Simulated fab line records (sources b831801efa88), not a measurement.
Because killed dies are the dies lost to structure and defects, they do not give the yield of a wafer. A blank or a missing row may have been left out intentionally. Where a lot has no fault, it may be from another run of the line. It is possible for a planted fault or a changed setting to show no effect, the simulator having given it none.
Which tool is to blame? || flow gf180mcu || 13 lots with 39 wafers sampled at 4 steps, on a route of 602 steps

## WHAT THE GAUGES READ, wafer by wafer
GF_STI_CD_MEAS_12: target cd 220 nm. Usual: cd_nm 220.5 nm, standard deviation 1.
{"lot": "L422", "measured": "day 2 06:28", "on": "cd_sem-02", "cd_nm (nm)": "220.3 220.1 219.9", "flag": ""}
{"lot": "L423", "measured": "day 2 13:08", "on": "cd_sem-02", "cd_nm (nm)": "219.6 219.2 221.1", "flag": ""}
{"lot": "L424", "measured": "day 2 16:40", "on": "cd_sem-01", "cd_nm (nm)": "222.1 220.7 220.8", "flag": ""}
{"lot": "L428", "measured": "day 3 13:41", "on": "cd_sem-02", "cd_nm (nm)": "219.5 218.4 219.3", "flag": ""}
{"lot": "L429", "measured": "day 3 18:13", "on": "cd_sem-02", "cd_nm (nm)": "218.1 219.6 218.9", "flag": ""}
{"lot": "L430", "measured": "day 3 23:02", "on": "cd_sem-02", "cd_nm (nm)": "220.6 221.0 220.1", "flag": ""}
{"lot": "L431", "measured": "day 4 05:23", "on": "cd_sem-02", "cd_nm (nm)": "220.8 220.4 220.7", "flag": ""}
{"lot": "L432", "measured": "day 4 09:28", "on": "cd_sem-01", "cd_nm (nm)": "221.2 221.7 220.6", "flag": ""}
{"lot": "L433", "measured": "day 4 15:28", "on": "cd_sem-02", "cd_nm (nm)": "220.4 219.3 221.9", "flag": ""}
{"lot": "L434", "measured": "day 4 19:49", "on": "cd_sem-01", "cd_nm (nm)": "219.8 219.9 219.4", "flag": ""}
{"lot": "L435", "measured": "day 5 01:16", "on": "cd_sem-02", "cd_nm (nm)": "220.0 221.3 220.8", "flag": ""}
{"lot": "L439", "measured": "day 5 23:49", "on": "cd_sem-02", "cd_nm (nm)": "236.6 236.3 235.9", "flag": "OFF"}
{"lot": "L444", "measured": "day 7 00:38", "on": "cd_sem-01", "cd_nm (nm)": "220.1 220.9 220.5", "flag": ""}

GF_V3_CD_MEAS_14: target cd 260 nm. Usual: cd_nm 260.2 nm, standard deviation 1.1.
{"lot": "L422", "measured": "day 22 10:33", "on": "cd_sem-01", "cd_nm (nm)": "260.8 259.9 261.1", "flag": ""}
{"lot": "L423", "measured": "day 23 06:31", "on": "cd_sem-01", "cd_nm (nm)": "260.5 260.7 262.0", "flag": ""}
{"lot": "L424", "measured": "day 23 09:25", "on": "cd_sem-01", "cd_nm (nm)": "260.4 261.1 260.5", "flag": ""}
{"lot": "L428", "measured": "day 25 02:16", "on": "cd_sem-01", "cd_nm (nm)": "260.9 261.2 260.3", "flag": ""}
{"lot": "L429", "measured": "day 25 06:24", "on": "cd_sem-02", "cd_nm (nm)": "261.1 259.8 261.7", "flag": ""}
{"lot": "L430", "measured": "day 25 09:33", "on": "cd_sem-02", "cd_nm (nm)": "259.6 259.5 260.9", "flag": ""}
{"lot": "L431", "measured": "day 26 02:35", "on": "cd_sem-01", "cd_nm (nm)": "259.8 259.5 260.4", "flag": ""}
{"lot": "L432", "measured": "day 26 06:48", "on": "cd_sem-01", "cd_nm (nm)": "259.4 258.1 258.8", "flag": ""}
{"lot": "L433", "measured": "day 26 19:18", "on": "cd_sem-02", "cd_nm (nm)": "259.2 258.1 259.0", "flag": ""}
{"lot": "L434", "measured": "day 27 00:03", "on": "cd_sem-02", "cd_nm (nm)": "260.9 261.0 260.8", "flag": ""}
{"lot": "L435", "measured": "day 27 10:10", "on": "cd_sem-01", "cd_nm (nm)": "260.0 259.4 259.0", "flag": ""}
{"lot": "L439", "measured": "day 28 16:07", "on": "cd_sem-01", "cd_nm (nm)": "258.9 256.7 258.6", "flag": ""}
{"lot": "L444", "measured": "day 29 19:41", "on": "cd_sem-01", "cd_nm (nm)": "262.6 260.7 260.8", "flag": ""}

GF_V3_OVL_MEAS_15. Usual: V3_OVL typically reads -2 nm, with standard deviation 6.1.
{"lot": "L422", "measured": "day 22 10:40", "on": "overlay-02", "V3_OVL (nm)": "5 2 3", "flag": ""}
{"lot": "L423", "measured": "day 23 06:38", "on": "overlay-01", "V3_OVL (nm)": "-1 3 9", "flag": ""}
{"lot": "L424", "measured": "day 23 09:32", "on": "overlay-01", "V3_OVL (nm)": "11 -4 2", "flag": ""}
{"lot": "L428", "measured": "day 25 02:22", "on": "overlay-01", "V3_OVL (nm)": "-15 -14 -10", "flag": ""}
{"lot": "L429", "measured": "day 25 06:31", "on": "overlay-01", "V3_OVL (nm)": "6 8 3", "flag": ""}
{"lot": "L430", "measured": "day 25 09:40", "on": "overlay-02", "V3_OVL (nm)": "-6 -7 0", "flag": ""}
{"lot": "L431", "measured": "day 26 02:42", "on": "overlay-01", "V3_OVL (nm)": "-12 -7 -11", "flag": ""}
{"lot": "L432", "measured": "day 26 06:55", "on": "overlay-02", "V3_OVL (nm)": "-5 -7 -10", "flag": ""}
{"lot": "L433", "measured": "day 26 19:25", "on": "overlay-01", "V3_OVL (nm)": "-2 -1 -1", "flag": ""}
{"lot": "L434", "measured": "day 27 00:08", "on": "overlay-02", "V3_OVL (nm)": "-3 -7 -13", "flag": ""}
{"lot": "L435", "measured": "day 27 10:17", "on": "overlay-01", "V3_OVL (nm)": "-3 3 4", "flag": ""}
{"lot": "L439", "measured": "day 28 16:14", "on": "overlay-01", "V3_OVL (nm)": "3 2 -8", "flag": ""}
{"lot": "L444", "measured": "day 29 19:46", "on": "overlay-02", "V3_OVL (nm)": "1 -1 2", "flag": ""}

## TOOL THAT RAN EACH LOT (tool first, then ch and the chambers of the sampled wafers, then the start)
{"lot": "L422", "GF_STI_EXPOSE_09": "krf_scanner-01 ch 0, day 2 00:50"}
{"lot": "L423", "GF_STI_EXPOSE_09": "krf_scanner-01 ch 0, day 2 07:04"}
{"lot": "L424", "GF_STI_EXPOSE_09": "krf_scanner-01 ch 0, day 2 10:50"}
{"lot": "L428", "GF_STI_EXPOSE_09": "krf_scanner-01 ch 0, day 3 06:51"}
{"lot": "L429", "GF_STI_EXPOSE_09": "krf_scanner-01 ch 0, day 3 11:44"}
{"lot": "L430", "GF_STI_EXPOSE_09": "krf_scanner-02 ch 0, day 3 16:58"}
{"lot": "L431", "GF_STI_EXPOSE_09": "krf_scanner-02 ch 0, day 3 22:50"}
{"lot": "L432", "GF_STI_EXPOSE_09": "krf_scanner-02 ch 0, day 4 02:49"}
{"lot": "L433", "GF_STI_EXPOSE_09": "krf_scanner-02 ch 0, day 4 08:55"}
{"lot": "L434", "GF_STI_EXPOSE_09": "krf_scanner-02 ch 0, day 4 13:12"}
{"lot": "L435", "GF_STI_EXPOSE_09": "krf_scanner-02 ch 0, day 4 18:16"}
{"lot": "L439", "GF_STI_EXPOSE_09": "krf_scanner-02 ch 0, day 5 16:32"}
{"lot": "L444", "GF_STI_EXPOSE_09": "krf_scanner-01 ch 0, day 6 16:27"}
- GF_STI_EXPOSE_09: exposes mask COMP, target cd 220 nm.

## AS READ BY THE TOOLS THEMSELVES (means over the sampled wafers that have a number; for cases with no such wafer, the mark the record gives instead)
GF_STI_EXPOSE_09. Usual: focus_offset_nm 0.0 nm, standard deviation 0.54.
{"lot": "L422", "tool": "krf_scanner-01", "focus_offset_nm (nm)": -0.1, "flag": ""}
{"lot": "L423", "tool": "krf_scanner-01", "focus_offset_nm (nm)": 0.5, "flag": ""}
{"lot": "L424", "tool": "krf_scanner-01", "focus_offset_nm (nm)": -0.3, "flag": ""}
{"lot": "L428", "tool": "krf_scanner-01", "focus_offset_nm (nm)": -0.2, "flag": ""}
{"lot": "L429", "tool": "krf_scanner-01", "focus_offset_nm (nm)": 0.3, "flag": ""}
{"lot": "L430", "tool": "krf_scanner-02", "focus_offset_nm (nm)": 0.1, "flag": ""}
{"lot": "L431", "tool": "krf_scanner-02", "focus_offset_nm (nm)": -0.2, "flag": ""}
{"lot": "L432", "tool": "krf_scanner-02", "focus_offset_nm (nm)": -0.1, "flag": ""}
{"lot": "L433", "tool": "krf_scanner-02", "focus_offset_nm (nm)": -0.3, "flag": ""}
{"lot": "L434", "tool": "krf_scanner-02", "focus_offset_nm (nm)": 0.9, "flag": ""}
{"lot": "L435", "tool": "krf_scanner-02", "focus_offset_nm (nm)": -0.6, "flag": ""}
{"lot": "L439", "tool": "krf_scanner-02", "focus_offset_nm (nm)": -0.4, "flag": ""}
{"lot": "L444", "tool": "krf_scanner-01", "focus_offset_nm (nm)": -0.4, "flag": ""}

## THE ANSWER, worked out from the rows above alone
Rule: a lot is off if the mean of its wafers that have a number lies more than 3 standard deviations from the usual mean. A lot without any number at a reading at which 4 lots or more have one is off too. All remaining lots with rows at the step are treated as sound. The gauges are gone through in route order, then the tools' own readings, and for those a lot's mean is taken as printed above. At the first step where some lot is off, the reading lying furthest off is the one used; lots without a number count as furthest.
Off: L439, at GF_STI_CD_MEAS_12 (cd_nm).
If a tool, at a process step before that reading, ran all the lots that are off and no sound lot after the first of them, it fits. Gauges at GF_STI_CD_MEAS_12: tried the same way as those tools. Can't be told from this: 2 tools fit, krf_scanner-02 at GF_STI_EXPOSE_09, cd_sem-02 at GF_STI_CD_MEAS_12.

## WHAT HAD BEEN PUT IN BY THE SIMULATOR
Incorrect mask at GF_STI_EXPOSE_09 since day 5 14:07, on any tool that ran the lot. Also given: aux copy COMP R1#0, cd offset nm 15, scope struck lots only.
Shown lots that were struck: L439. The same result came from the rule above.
